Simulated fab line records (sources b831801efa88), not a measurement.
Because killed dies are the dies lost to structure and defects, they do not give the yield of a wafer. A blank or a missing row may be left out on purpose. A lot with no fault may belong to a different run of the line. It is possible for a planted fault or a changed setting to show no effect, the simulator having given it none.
Which tool is to blame? | flow sky130 | Sampling: 24 lots, 72 wafers, 4 of 708 route steps

== WHAT EACH GAUGE READ, for each wafer ==
SKY_VIA4_BOW_MEAS_03.
lot  | measured     | on            | VIA4_BOW (um)
L074 | day 41 22:35 | film-metro-02 | 78 83 71
L075 | day 42 01:51 | film-metro-02 | 93 89 79
L076 | day 42 09:31 | film-metro-01 | 81 94 98
L077 | day 42 20:53 | film-metro-02 | 83 75 84
L078 | day 43 02:38 | film-metro-01 | 80 85 85
L079 | day 43 13:40 | film-metro-03 | 82 89 87
L080 | day 44 03:03 | film-metro-03 | 68 61 70
L081 | day 44 03:53 | film-metro-01 | 78 91 96
L083 | day 44 12:43 | film-metro-02 | 88 104 97
L082 | day 44 18:43 | film-metro-02 | 80 83 82
L084 | day 44 20:16 | film-metro-01 | 78 76 80
L086 | day 45 08:28 | film-metro-02 | 78 88 85
L085 | day 45 12:20 | film-metro-01 | 73 69 76
L087 | day 45 21:44 | film-metro-03 | 81 83 73
L088 | day 46 01:59 | film-metro-02 | 88 94 88
L089 | day 46 06:37 | film-metro-02 | 85 83 72
L090 | day 46 10:11 | film-metro-02 | 74 76 64
L091 | day 46 12:14 | film-metro-02 | 83 74 86
L092 | day 46 21:11 | film-metro-01 | 93 84 80
L093 | day 47 05:05 | film-metro-03 | 73 70 84
L094 | day 47 07:58 | film-metro-02 | 82 80 74
L095 | day 47 20:03 | film-metro-02 | 74 79 81
L097 | day 48 06:58 | film-metro-03 | 82 87 74
L096 | day 48 07:49 | film-metro-02 | 72 92 81

== EACH LOT AND THE TOOL THAT RAN IT (in order: tool; ch and the chambers of the sampled wafers; start) ==
lot  | SKY_METAL3_DESCUM_15              | SKY_CAP2M_SPUTTER_02         | SKY_METAL4_DESCUM_15
L074 | rie-metal-04 ch 0,1, day 38 14:38 | pvd-sputter-04, day 39 19:01 | rie-metal-01 ch 0,1, day 41 21:01
L075 | rie-metal-01 ch 0,1, day 38 18:17 | pvd-sputter-03, day 39 23:01 | rie-metal-02 ch 0,1, day 42 00:22
L076 | rie-metal-01 ch 1, day 39 02:57   | pvd-sputter-02, day 40 07:24 | rie-metal-02 ch 0,1, day 42 08:02
L077 | rie-metal-04 ch 0,1, day 39 14:05 | pvd-sputter-02, day 40 18:19 | rie-metal-02 ch 0,1, day 42 19:14
L078 | rie-metal-04 ch 0,1, day 39 20:59 | pvd-sputter-02, day 41 00:28 | rie-metal-01 ch 0,1, day 43 01:11
L079 | rie-metal-01 ch 0,1, day 40 09:23 | pvd-sputter-04, day 41 11:58 | rie-metal-03 ch 0,1, day 43 12:02
L080 | rie-metal-04 ch 0,1, day 40 23:02 | pvd-sputter-02, day 42 02:47 | rie-metal-01 ch 0,1, day 44 01:35
L081 | rie-metal-04 ch 0,1, day 40 23:47 | pvd-sputter-02, day 42 03:04 | rie-metal-03 ch 0,1, day 44 02:25
L083 | rie-metal-02 ch 0,1, day 41 09:41 | pvd-sputter-02, day 42 12:40 | rie-metal-01 ch 0,1, day 44 11:11
L082 | rie-metal-04 ch 0,1, day 41 15:23 | pvd-sputter-04, day 42 18:47 | rie-metal-03 ch 0,1, day 44 17:04
L084 | rie-metal-04 ch 0, day 41 17:26   | pvd-sputter-04, day 42 20:01 | rie-metal-02 ch 0,1, day 44 18:38
L086 | rie-metal-04 ch 0, day 42 06:35   | pvd-sputter-04, day 43 09:05 | rie-metal-02 ch 0,1, day 45 06:50
L085 | rie-metal-01 ch 0,1, day 42 11:02 | pvd-sputter-04, day 43 14:02 | rie-metal-03 ch 0,1, day 45 10:53
L087 | rie-metal-04 ch 0,1, day 42 21:59 | pvd-sputter-03, day 43 23:59 | rie-metal-03 ch 0,1, day 45 20:17
L088 | rie-metal-04 ch 0,1, day 43 01:53 | pvd-sputter-02, day 44 04:58 | rie-metal-03 ch 0,1, day 46 00:31
L089 | rie-metal-04 ch 0,1, day 43 06:14 | pvd-sputter-04, day 44 09:05 | rie-metal-03 ch 0,1, day 46 05:01
L090 | rie-metal-01 ch 1, day 43 11:08   | pvd-sputter-04, day 44 13:11 | rie-metal-02 ch 0,1, day 46 08:44
L091 | rie-metal-02 ch 0,1, day 43 13:53 | pvd-sputter-03, day 44 16:01 | rie-metal-03 ch 0,1, day 46 10:46
L092 | rie-metal-04 ch 0,1, day 43 23:38 | pvd-sputter-04, day 45 00:49 | rie-metal-02 ch 1, day 46 19:44
L093 | rie-metal-02 ch 0,1, day 44 08:17 | pvd-sputter-04, day 45 09:24 | rie-metal-02 ch 0,1, day 47 03:38
L094 | rie-metal-04 ch 0,1, day 44 11:47 | pvd-sputter-04, day 45 12:25 | rie-metal-03 ch 0,1, day 47 06:28
L095 | rie-metal-01 ch 1, day 44 23:35   | pvd-sputter-04, day 46 00:38 | rie-metal-03 ch 0,1, day 47 18:35
L097 | rie-metal-01 ch 0,1, day 45 12:47 | pvd-sputter-03, day 46 12:59 | rie-metal-03 ch 0,1, day 48 04:48
L096 | rie-metal-02 ch 0,1, day 45 13:50 | pvd-sputter-04, day 46 13:40 | rie-metal-01 ch 0, day 48 05:52
- SKY_METAL3_DESCUM_15: chemistry O2, time 8 s.
- SKY_CAP2M_SPUTTER_02: material TiN, target thk 200 nm, time 166.7 s.
- SKY_METAL4_DESCUM_15: chemistry O2, time 8 s.

== AS READ BY THE TOOLS THEMSELVES (means over the sampled wafers that have a number; for cases with no such wafer, the mark the record gives instead) ==
SKY_METAL3_DESCUM_15.
lot  | tool         | drypump-motor-current-A (A) | oes-product-au (a.u.) | rf-fwd-power-W (W)
L074 | rie-metal-04 | 6.2                         | 0.994                 | 147.3
L075 | rie-metal-01 | 5.6                         | 1.006                 | 147.5
L076 | rie-metal-01 | 5.1                         | 1.006                 | 146.1
L077 | rie-metal-04 | 6.2                         | 0.993                 | 147.3
L078 | rie-metal-04 | 6.2                         | 0.995                 | 147.6
L079 | rie-metal-01 | 5.6                         | 1.016                 | 147.3
L080 | rie-metal-04 | 6.3                         | 0.988                 | 147.9
L081 | rie-metal-04 | 6.2                         | 1.004                 | 147.3
L083 | rie-metal-02 | 5.7                         | 1.004                 | 147.1
L082 | rie-metal-04 | 6.2                         | 0.995                 | 147.1
L084 | rie-metal-04 | 6.1                         | 1.005                 | 147.6
L086 | rie-metal-04 | 6.2                         | 1.006                 | 146.4
L085 | rie-metal-01 | 5.4                         | 1.009                 | 146.9
L087 | rie-metal-04 | 6.3                         | 0.985                 | 147.6
L088 | rie-metal-04 | 6.3                         | 0.986                 | 147.9
L089 | rie-metal-04 | 6.3                         | 0.995                 | 147.2
L090 | rie-metal-01 | 5.1                         | 1.011                 | 146.1
L091 | rie-metal-02 | 5.7                         | 1.008                 | 147.7
L092 | rie-metal-04 | 6.2                         | 0.984                 | 147.4
L093 | rie-metal-02 | 5.6                         | 1.018                 | 147.7
L094 | rie-metal-04 | 6.3                         | 0.976                 | 147.7
L095 | rie-metal-01 | 5.1                         | 1.017                 | 146.0
L097 | rie-metal-01 | 5.6                         | 1.008                 | 147.2
L096 | rie-metal-02 | 5.6                         | 1.009                 | 147.5

SKY_CAP2M_SPUTTER_02.
lot  | tool           | throttle-valve-pct (%)
L074 | pvd-sputter-04 | 30.1
L075 | pvd-sputter-03 | 29.8
L076 | pvd-sputter-02 | 28.9
L077 | pvd-sputter-02 | 29.1
L078 | pvd-sputter-02 | 28.7
L079 | pvd-sputter-04 | 30.8
L080 | pvd-sputter-02 | 28.9
L081 | pvd-sputter-02 | 28.5
L083 | pvd-sputter-02 | 28.3
L082 | pvd-sputter-04 | 29.9
L084 | pvd-sputter-04 | 30.6
L086 | pvd-sputter-04 | 30.1
L085 | pvd-sputter-04 | 29.9
L087 | pvd-sputter-03 | 29.3
L088 | pvd-sputter-02 | 28.7
L089 | pvd-sputter-04 | 30.6
L090 | pvd-sputter-04 | 30.7
L091 | pvd-sputter-03 | 30.3
L092 | pvd-sputter-04 | 30.1
L093 | pvd-sputter-04 | 30.7
L094 | pvd-sputter-04 | 30.1
L095 | pvd-sputter-04 | 30.0
L097 | pvd-sputter-03 | 30.6
L096 | pvd-sputter-04 | 30.8

SKY_METAL4_DESCUM_15.
lot  | tool         | drypump-motor-current-A (A) | oes-product-au (a.u.) | rf-fwd-power-W (W)
L074 | rie-metal-01 | 5.59                        | 1.004                 | 147.4
L075 | rie-metal-02 | 5.62                        | 1.015                 | 147.5
L076 | rie-metal-02 | 5.62                        | 1.015                 | 147.5
L077 | rie-metal-02 | 5.69                        | 1.000                 | 146.7
L078 | rie-metal-01 | 5.37                        | 1.001                 | 146.4
L079 | rie-metal-03 | 5.42                        | 0.999                 | 147.6
L080 | rie-metal-01 | 5.35                        | 1.009                 | 146.4
L081 | rie-metal-03 | 5.44                        | 0.997                 | 147.4
L083 | rie-metal-01 | 5.34                        | 1.019                 | 146.8
L082 | rie-metal-03 | 5.42                        | 1.003                 | 147.1
L084 | rie-metal-02 | 5.70                        | 0.995                 | 147.0
L086 | rie-metal-02 | 5.61                        | 1.003                 | 147.7
L085 | rie-metal-03 | 5.44                        | 1.004                 | 147.6
L087 | rie-metal-03 | 5.42                        | 0.993                 | 147.1
L088 | rie-metal-03 | 5.42                        | 1.003                 | 146.9
L089 | rie-metal-03 | 5.44                        | 0.999                 | 147.3
L090 | rie-metal-02 | 5.61                        | 1.011                 | 146.9
L091 | rie-metal-03 | 5.42                        | 1.005                 | 147.3
L092 | rie-metal-02 | 5.80                        | 1.005                 | 146.9
L093 | rie-metal-02 | 5.59                        | 1.012                 | 147.3
L094 | rie-metal-03 | 5.44                        | 0.999                 | 146.9
L095 | rie-metal-03 | 5.43                        | 0.994                 | 147.6
L097 | rie-metal-03 | 5.42                        | 1.000                 | 147.4
L096 | rie-metal-01 | 5.87                        | 1.006                 | 148.3

== THE ANSWER, worked out from the rows above alone ==
Rule: usual is defined by the lots themselves. Put in order of their means at a reading, lots are off if they are a third of the lots or fewer, leave a main group of 4 or more, and stand apart from it by a gap of 3 or more times the standard deviation of the main group's means; of several such gaps the widest counts. A main group is skipped when, at the precision printed for the reading in the tables above, its means are all equal. A lot without any number at a reading at which 4 lots or more have one is off too. The other lots that the step has rows for count as sound. The gauges are gone through in route order, then the tools' own readings, and for those a lot's mean is taken as printed above. At the first step where some lot is off, the reading lying furthest off is the one used; lots without a number count as furthest.
No lot is off on any of the readings shown, so nothing can be concluded from this.

== WHAT THE SIMULATOR HAD PUT IN ==
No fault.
